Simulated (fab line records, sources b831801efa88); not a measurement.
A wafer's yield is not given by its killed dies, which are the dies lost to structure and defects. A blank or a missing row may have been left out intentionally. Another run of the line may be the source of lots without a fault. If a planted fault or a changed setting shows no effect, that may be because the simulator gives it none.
Which tool did it? | flow sky130 | 24 lots, 72 wafers sampled, at 6 steps of a route of 708

## WHAT THE GAUGES READ, wafer by wafer
SKY_VIA3_CD_MEAS_12: target cd 200 nm. Usual: cd nm at 200.6 nm, with a standard deviation of 1.8.
lot  | measured     | on        | cd nm (nm)        | flag
L074 | day 40 07:28 | cd sem-01 | 200.6 199.8 198.1 |
L075 | day 40 08:05 | cd sem-01 | 200.7 200.3 200.5 |
L076 | day 41 05:35 | cd sem-02 | 204.4 203.4 203.2 |
L077 | day 41 07:25 | cd sem-02 | 202.7 204.9 201.6 |
L078 | day 41 11:05 | cd sem-02 | 198.3 198.2 199.4 |
L079 | day 41 15:36 | cd sem-02 | 201.1 201.4 202.0 |
L082 | day 41 23:20 | cd sem-02 | 202.4 199.6 202.1 |
L080 | day 42 00:40 | cd sem-02 | 198.7 199.7 201.1 |
L081 | day 42 03:04 | cd sem-02 | 198.8 200.6 198.6 |
L083 | day 42 05:13 | cd sem-02 | 198.2 199.2 198.3 |
L084 | day 42 15:49 | cd sem-02 | 199.0 200.0 199.3 |
L086 | day 43 00:09 | cd sem-02 | 199.5 200.4 201.7 |
L085 | day 43 04:01 | cd sem-02 | 202.3 202.1 201.4 |
L087 | day 43 06:14 | cd sem-02 | 201.0 202.3 201.8 |
L088 | day 43 16:20 | cd sem-02 | 200.4 199.6 200.1 |
L089 | day 44 16:20 | cd sem-02 | 200.1 200.1 198.9 |
L091 | day 44 17:07 | cd sem-02 | 196.8 196.9 196.0 |
L090 | day 44 17:19 | cd sem-02 | 198.7 199.6 200.1 |
L092 | day 44 17:32 | cd sem-02 | 200.9 201.1 201.1 |
L093 | day 45 01:26 | cd sem-02 | 202.9 202.2 203.2 |
L094 | day 45 10:30 | cd sem-02 | 197.8 198.1 198.8 |
L095 | day 45 17:41 | cd sem-02 | 202.4 202.1 202.6 |
L096 | day 45 20:39 | cd sem-02 | 199.8 199.9 200.6 |
L097 | day 45 23:23 | cd sem-02 | 202.1 202.0 202.9 |

SKY_PAD_OPEN_BOW_MEAS_13. Usual: for PAD_OPEN_BOW the level is 44 um and the standard deviation is 9.2.
lot  | measured     | on            | PAD_OPEN_BOW (um) | flag
L074 | day 46 07:57 | film metro-04 | 51 38 44          |
L075 | day 46 08:47 | film metro-01 | 40 51 40          |
L076 | day 47 00:55 | film metro-03 | 54 54 57          |
L077 | day 47 03:11 | film metro-01 | 48 54 50          |
L078 | day 47 08:36 | film metro-01 | 37 32 30          |
L079 | day 47 10:06 | film metro-01 | 37 42 39          |
L082 | day 47 18:18 | film metro-04 | 46 35 34          |
L080 | day 47 19:46 | film metro-03 | 57 41 58          |
L081 | day 47 21:13 | film metro-04 | 45 40 45          |
L083 | day 47 21:52 | film metro-04 | 47 50 45          |
L084 | day 48 06:55 | film metro-01 | 57 50 48          |
L086 | day 48 14:38 | film metro-03 | 46 47 35          |
L085 | day 48 16:13 | film metro-01 | 32 47 41          |
L087 | day 48 19:28 | film metro-04 | 45 49 56          |
L088 | day 49 02:55 | film metro-03 | 38 47 44          |
L089 | day 49 23:01 | film metro-01 | 40 37 43          |
L091 | day 49 23:46 | film metro-04 | 42 45 60          |
L090 | day 50 01:13 | film metro-04 | 27 40 36          |
L092 | day 50 00:32 | film metro-03 | 36 48 52          |
L093 | day 50 06:33 | film metro-01 | 24 30 37          |
L094 | day 50 14:17 | film metro-03 | 44 37 44          |
L095 | day 50 17:06 | film metro-04 | 31 44 34          |
L096 | day 50 21:11 | film metro-03 | 47 61 47          |
L097 | day 50 22:33 | film metro-01 | 50 50 64          |

## EACH LOT AND THE TOOL THAT RAN IT (in order: tool; ch and the chambers of the sampled wafers; start)
lot  | SKY_VIA1_SPUTTER_20          | SKY_METAL2_ETCH_18                | SKY_METAL3_SPUTTER_03        | SKY_CAPM_CVD_00
L074 | pvd sputter-02, day 34 18:28 | rie metal-02 ch 0,1, day 35 22:22 | pvd sputter-03, day 37 01:59 | pecvd-04 ch 0,2, day 37 02:02
L075 | pvd sputter-04, day 34 19:07 | rie metal-04 ch 0,1, day 35 22:37 | pvd sputter-02, day 37 02:17 | pecvd-02 ch 0,1,2, day 37 02:20
L076 | pvd sputter-01, day 35 18:34 | rie metal-01 ch 0,1, day 36 20:54 | pvd sputter-02, day 38 02:53 | pecvd-03 ch 0,2, day 38 02:58
L077 | pvd sputter-01, day 35 19:40 | rie metal-04 ch 0,1, day 36 21:52 | pvd sputter-03, day 38 03:35 | pecvd-04 ch 0,1,2, day 38 03:40
L078 | pvd sputter-02, day 36 01:20 | rie metal-04 ch 0,1, day 37 04:04 | pvd sputter-02, day 38 08:42 | pecvd-04 ch 0,1,2, day 38 08:46
L079 | pvd sputter-04, day 36 05:58 | rie metal-01 ch 0, day 37 08:51   | pvd sputter-02, day 38 12:52 | pecvd-03 ch 1,2, day 38 12:56
L082 | pvd sputter-04, day 36 13:49 | rie metal-04 ch 0,1, day 37 16:33 | pvd sputter-01, day 38 21:05 | pecvd-02 ch 0,2, day 38 21:09
L080 | pvd sputter-02, day 36 14:46 | rie metal-01 ch 0,1, day 37 17:44 | pvd sputter-01, day 38 22:13 | pecvd-03 ch 0,2, day 38 22:17
L081 | pvd sputter-02, day 36 16:43 | rie metal-01 ch 0,1, day 37 20:49 | pvd sputter-01, day 39 02:05 | pecvd-03 ch 0,1, day 39 02:09
L083 | pvd sputter-04, day 36 19:25 | rie metal-01 ch 0,1, day 37 22:20 | pvd sputter-03, day 39 03:16 | pecvd-04 ch 0,1,2, day 39 03:20
L084 | pvd sputter-02, day 37 08:02 | rie metal-01 ch 0,1, day 38 10:45 | pvd sputter-03, day 39 14:20 | pecvd-03 ch 0,2, day 39 14:23
L086 | pvd sputter-02, day 37 18:04 | rie metal-01 ch 0, day 38 20:25   | pvd sputter-01, day 39 23:38 | pecvd-02 ch 0,2, day 39 23:43
L085 | pvd sputter-02, day 37 21:56 | rie metal-02 ch 1, day 39 00:58   | pvd sputter-01, day 40 02:56 | pecvd-04 ch 1,2, day 40 02:59
L087 | pvd sputter-01, day 38 00:31 | rie metal-01 ch 0,1, day 39 02:40 | pvd sputter-02, day 40 05:48 | pecvd-02 ch 0,1, day 40 05:52
L088 | pvd sputter-01, day 38 11:29 | rie metal-02 ch 0,1, day 39 12:53 | pvd sputter-03, day 40 15:30 | pecvd-04 ch 0,2, day 40 15:34
L089 | pvd sputter-04, day 39 13:52 | rie metal-04 ch 0,1, day 40 14:45 | pvd sputter-01, day 41 17:41 | pecvd-04 ch 0,2, day 41 17:45
L091 | pvd sputter-02, day 39 15:11 | rie metal-01 ch 0, day 40 15:47   | pvd sputter-01, day 41 18:17 | pecvd-03 ch 0,1, day 41 18:21
L090 | pvd sputter-01, day 39 15:46 | rie metal-02 ch 0,1, day 40 16:43 | pvd sputter-02, day 41 18:44 | pecvd-02 ch 0,1, day 41 18:48
L092 | pvd sputter-01, day 39 17:23 | rie metal-04 ch 0,1, day 40 17:45 | pvd sputter-02, day 41 19:20 | pecvd-04 ch 0,1,2, day 41 19:24
L093 | pvd sputter-02, day 39 23:31 | rie metal-04 ch 0,1, day 41 00:09 | pvd sputter-03, day 42 03:29 | pecvd-03 ch 0,1,2, day 42 03:34
L094 | pvd sputter-02, day 40 10:10 | rie metal-01 ch 0,1, day 41 10:56 | pvd sputter-02, day 42 13:46 | pecvd-03 ch 0,1,2, day 42 13:50
L095 | pvd sputter-02, day 40 15:46 | rie metal-01 ch 0,1, day 41 18:42 | pvd sputter-01, day 42 22:22 | pecvd-04 ch 1,2, day 42 22:25
L096 | pvd sputter-02, day 40 20:48 | rie metal-02 ch 0,1, day 41 22:21 | pvd sputter-02, day 43 00:20 | pecvd-04 ch 0,1, day 43 00:23
L097 | pvd sputter-04, day 40 22:52 | rie metal-04 ch 0, day 42 00:13   | pvd sputter-02, day 43 02:11 | pecvd-03 ch 1,2, day 43 02:15
- SKY_VIA1_SPUTTER_20: material TiN, target thk 20 nm, time 80 s.
- SKY_METAL2_ETCH_18: etches BARC in N2/H2, stops on SiO2, time 45.9 s, target depth 60 nm.
- SKY_METAL3_SPUTTER_03: material Ti, target thk 5 nm, time 3.3 s.
- SKY_CAPM_CVD_00: deposits SiO2, target thk 15.5 nm.

## AS READ BY THE TOOLS THEMSELVES (means over the sampled wafers that have a number; for cases with no such wafer, the mark the record gives instead)
SKY_VIA1_SPUTTER_20. Usual: chamber pressure pa 5.000 Pa, standard deviation 0.012; throttle valve pct 29.9 %, standard deviation 1.2.
lot  | tool           | chamber pressure pa (Pa) | throttle valve pct (%) | flag
L074 | pvd sputter-02 | 5.009                    | 29.0                   |
L075 | pvd sputter-04 | 5.001                    | 30.0                   |
L076 | pvd sputter-01 | 5.002                    | 29.7                   |
L077 | pvd sputter-01 | 5.004                    | 30.4                   |
L078 | pvd sputter-02 | 5.004                    | 30.0                   |
L079 | pvd sputter-04 | 4.988                    | 30.1                   |
L082 | pvd sputter-04 | 4.996                    | 30.3                   |
L080 | pvd sputter-02 | 4.999                    | 29.8                   |
L081 | pvd sputter-02 | 5.012                    | 29.9                   |
L083 | pvd sputter-04 | 5.011                    | 31.0                   |
L084 | pvd sputter-02 | 5.005                    | 29.7                   |
L086 | pvd sputter-02 | 5.001                    | 30.3                   |
L085 | pvd sputter-02 | 4.997                    | 29.1                   |
L087 | pvd sputter-01 | 4.995                    | 29.6                   |
L088 | pvd sputter-01 | 4.984                    | 30.1                   |
L089 | pvd sputter-04 | 4.998                    | 30.4                   |
L091 | pvd sputter-02 | 4.995                    | 29.8                   |
L090 | pvd sputter-01 | 4.990                    | 30.4                   |
L092 | pvd sputter-01 | 5.006                    | 30.3                   |
L093 | pvd sputter-02 | 5.002                    | 29.6                   |
L094 | pvd sputter-02 | 5.001                    | 29.7                   |
L095 | pvd sputter-02 | 5.004                    | 31.0                   |
L096 | pvd sputter-02 | 4.999                    | 29.0                   |
L097 | pvd sputter-04 | 5.009                    | 30.3                   |

SKY_METAL2_ETCH_18. Usual: drypump motor current A 5.3 A, standard deviation 0.39; oes product au 0.856 a.u., standard deviation 0.0048; throttle valve pct 13.225 %, standard deviation 0.0086.
lot  | tool         | drypump motor current A (A) | oes product au (a.u.) | throttle valve pct (%) | flag
L074 | rie metal-02 | 5.2                         | 0.858                 | 13.222                 |
L075 | rie metal-04 | 5.6                         | 0.852                 | 13.232                 |
L076 | rie metal-01 | 5.0                         | 0.855                 | 13.219                 |
L077 | rie metal-04 | 5.6                         | 0.855                 | 13.226                 |
L078 | rie metal-04 | 5.6                         | 0.860                 | 13.233                 |
L079 | rie metal-01 | 4.9                         | 0.861                 | 13.223                 |
L082 | rie metal-04 | 5.6                         | 0.856                 | 13.227                 |
L080 | rie metal-01 | 5.0                         | 0.861                 | 13.222                 |
L081 | rie metal-01 | 5.0                         | 0.856                 | 13.223                 |
L083 | rie metal-01 | 4.9                         | 0.856                 | 13.225                 |
L084 | rie metal-01 | 5.0                         | 0.858                 | 13.210                 |
L086 | rie metal-01 | 4.9                         | 0.853                 | 13.221                 |
L085 | rie metal-02 | 6.0                         | 0.849                 | 13.221                 |
L087 | rie metal-01 | 5.0                         | 0.853                 | 13.224                 |
L088 | rie metal-02 | 5.5                         | 0.858                 | 13.226                 |
L089 | rie metal-04 | 5.6                         | 0.859                 | 13.225                 |
L091 | rie metal-01 | 4.9                         | 0.858                 | 13.232                 |
L090 | rie metal-02 | 5.2                         | 0.852                 | 13.232                 |
L092 | rie metal-04 | 5.6                         | 0.855                 | 13.221                 |
L093 | rie metal-04 | 5.5                         | 0.857                 | 13.220                 |
L094 | rie metal-01 | 5.0                         | 0.855                 | 13.222                 |
L095 | rie metal-01 | 5.0                         | 0.856                 | 13.228                 |
L096 | rie metal-02 | 5.2                         | 0.853                 | 13.225                 |
L097 | rie metal-04 | 5.7                         | 0.854                 | 13.226                 |

SKY_METAL3_SPUTTER_03. Usual: chamber pressure pa 0.4000 Pa, standard deviation 0.00076; throttle valve pct 30.0 %, standard deviation 1.2.
lot  | tool           | chamber pressure pa (Pa) | throttle valve pct (%) | flag
L074 | pvd sputter-03 | 0.3992                   | 31.0                   |
L075 | pvd sputter-02 | 0.3994                   | 30.2                   |
L076 | pvd sputter-02 | 0.4000                   | 30.2                   |
L077 | pvd sputter-03 | 0.3998                   | 30.8                   |
L078 | pvd sputter-02 | 0.3992                   | 29.0                   |
L079 | pvd sputter-02 | 0.4002                   | 28.4                   |
L082 | pvd sputter-01 | 0.4001                   | 29.6                   |
L080 | pvd sputter-01 | 0.4003                   | 28.8                   |
L081 | pvd sputter-01 | 0.4004                   | 29.5                   |
L083 | pvd sputter-03 | 0.3997                   | 30.7                   |
L084 | pvd sputter-03 | 0.3997                   | 30.6                   |
L086 | pvd sputter-01 | 0.3991                   | 29.6                   |
L085 | pvd sputter-01 | 0.4000                   | 28.9                   |
L087 | pvd sputter-02 | 0.4003                   | 30.0                   |
L088 | pvd sputter-03 | 0.3995                   | 30.7                   |
L089 | pvd sputter-01 | 0.4005                   | 30.3                   |
L091 | pvd sputter-01 | 0.3999                   | 30.5                   |
L090 | pvd sputter-02 | 0.4002                   | 29.3                   |
L092 | pvd sputter-02 | 0.4009                   | 28.9                   |
L093 | pvd sputter-03 | 0.4001                   | 31.0                   |
L094 | pvd sputter-02 | 0.4002                   | 29.5                   |
L095 | pvd sputter-01 | 0.4005                   | 29.7                   |
L096 | pvd sputter-02 | 0.4002                   | 30.9                   |
L097 | pvd sputter-02 | 0.3994                   | 30.1                   |

SKY_CAPM_CVD_00. Usual: heater power w at 688 W, with a standard deviation of 86.
lot  | tool     | heater power w (W) | flag
L074 | pecvd-04 | 588                |
L075 | pecvd-02 | 747                |
L076 | pecvd-03 | 779                |
L077 | pecvd-04 | 704                |
L078 | pecvd-04 | 645                |
L079 | pecvd-03 | 708                |
L082 | pecvd-02 | 702                |
L080 | pecvd-03 | 812                |
L081 | pecvd-03 | 637                |
L083 | pecvd-04 | 655                |
L084 | pecvd-03 | 769                |
L086 | pecvd-02 | 696                |
L085 | pecvd-04 | 667                |
L087 | pecvd-02 | 705                |
L088 | pecvd-04 | 561                |
L089 | pecvd-04 | 596                |
L091 | pecvd-03 | 667                |
L090 | pecvd-02 | 702                |
L092 | pecvd-04 | 628                |
L093 | pecvd-03 | 726                |
L094 | pecvd-03 | 749                |
L095 | pecvd-04 | 648                |
L096 | pecvd-04 | 651                |
L097 | pecvd-03 | 684                |

## THE ANSWER, worked out from the rows above alone
Rule: a lot counts as off when the mean over its wafers that have a number is more than 3 standard deviations away from the usual mean. Also off: a lot with no number at a reading for which 4 or more lots have one. Any other lot the step has rows for is counted as sound. After the gauges, taken in route order, come the tools' own readings; for these a lot's mean is taken, as printed above. At the first step where some lot is off, the reading lying furthest off is the one used; lots without a number count as furthest.
Across all readings shown, no lot is off: no conclusion can be drawn from this.

## WHAT THE SIMULATOR HAD INSERTED
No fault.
